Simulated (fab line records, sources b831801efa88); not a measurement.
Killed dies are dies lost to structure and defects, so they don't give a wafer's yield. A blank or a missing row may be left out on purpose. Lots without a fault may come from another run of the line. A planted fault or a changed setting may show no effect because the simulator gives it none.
A struck lot beside a sound one | flow sky130 | 16 steps out of a route of 708
Sound: wafers L346.1, L346.2, L346.6. Struck: wafers L358.3, L358.5. The cause comes at the end.
At each step with rows: each side's tool, then ch and its chambers, then its first start. Under that, the readings that differ: sound wafers | struck wafers | difference of the means | sigmas: that difference in standard deviations of wafers without a fault.
alike: readings whose means differ by less than 2 such deviations, and words and numbers that are the same on both sides. not compared: withheld readings, readings that some wafer has no value for, bounds like >300 that may hide the same value, and numbers for which the record gives no deviation and whose values overlap.
The two part at a step that has a row with sigmas, a row that says differs or no value, or rows on one side only. Numbers that don't overlap but have no deviation are shown without sigmas and don't part them. A reading that every wafer of one side lacks parts them only if that side has two wafers or more.

first, 3 steps without rows for these wafers: SKY_METAL1_EXPOSE_12 (exposes mask MM1, target cd 140 nm); SKY_METAL1_PEB_13; SKY_METAL1_DEVELOP_14 (develop time 60 s).
SKY_METAL1_CD_MEAS_15: target cd 140 nm.
  sound on cd_sem-01, day 36 04:40; struck on cd_sem-01, day 39 19:21
  alike: cd_nm
SKY_METAL1_OVL_MEAS_16:
  sound on overlay-02, day 36 04:47; struck on overlay-02, day 39 19:27
  alike: METAL1_OVL
SKY_METAL1_DESCUM_17: chemistry O2, time 8 s.
  sound on rie_metal-03 ch 0,1, day 36 04:50; struck on rie_metal-03 ch 1, day 39 19:29
  alike: drypump_motor_current_A, oes_product_au
  not compared: rf_hours_counter_h
SKY_METAL1_ETCH_18: etches BARC in N2/H2, stops on SiO2, time 45.9 s, target depth 60 nm.
  sound on rie_metal-03 ch 0,1, day 36 04:52; struck on rie_metal-03 ch 1, day 39 19:31
  alike: drypump_motor_current_A, oes_product_au, throttle_valve_pct
  not compared: rf_hours_counter_h
SKY_METAL1_METAL_ETCH_19: etches the open film in Cl2/BCl3, stops on SiO2, target depth 360 nm, time 78 s.
  sound on rie_metal-03 ch 0,1, day 36 04:55; struck on rie_metal-03 ch 1, day 39 19:35
  alike: drypump_motor_current_A, oes_product_au, throttle_valve_pct
  not compared: rf_hours_counter_h
SKY_METAL1_STRIP_20: strips in O2/N2.
  sound on plasma_asher-03 ch 0,1, day 36 05:01; struck on plasma_asher-03 ch 0,1, day 39 19:41
  alike: drypump_motor_current_A, oes_product_au, strip_time_to_endpoint_s
  not compared: rf_hours_counter_h
then, 3 steps without rows for these wafers: SKY_METAL1_STRIP_21 (strips in post etch residue remover, time 1200 s); SKY_METAL1_CLEAN_22 (cleans in IPA, time 180 s); SKY_METAL1_CLEAN_23 (cleans in O3/DIW).
SKY_VIA1_HDPCVD_00: deposits SiO2, target thk 1030 nm, time 171.7 s.
  sound on hdpcvd-01 ch 0,1, day 36 05:37; struck on hdpcvd-02 ch 0,2, day 39 20:15
  reading                                  | sound             | struck      | difference | sigmas
  run_length_s (s)                         | 198.9 198.9 199.5 | 185.9 186.9 | -12.7      | -33
  model.SiO2_of_VIA1_HDPCVD_00.thk_nm (nm) | 1012 1027 1018    | 964.1 961.1 | -56.4      |
SKY_VIA1_THK_MEAS_01:
  sound on film_metro-03, day 36 05:43; struck on film_metro-03, day 39 20:23
  reading              | sound          | struck  | difference | sigmas
  VIA1_HDPCVD_THK (nm) | 1012 1027 1018 | 964 961 | -56        | -4
SKY_VIA1_CMP_02: polishes SiO2.
  sound on cmp-01 ch 0,1, day 36 05:47; struck on cmp-02 ch 0,3, day 39 20:28
  alike: motor_current_A
then, 1 step without rows for these wafers: SKY_PAD_OPEN_PROBE_99.

WHERE THEY PART
First at SKY_VIA1_HDPCVD_00; last, within this record, at SKY_VIA1_THK_MEAS_01. Later steps at which nothing parts them and some readings are alike: SKY_VIA1_CMP_02.

WHY: what the simulator had put in
Process parameter drift: hdpcvd-02, from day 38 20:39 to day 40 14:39, at SKY_VIA1_HDPCVD_00. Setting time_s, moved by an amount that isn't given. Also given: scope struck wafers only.
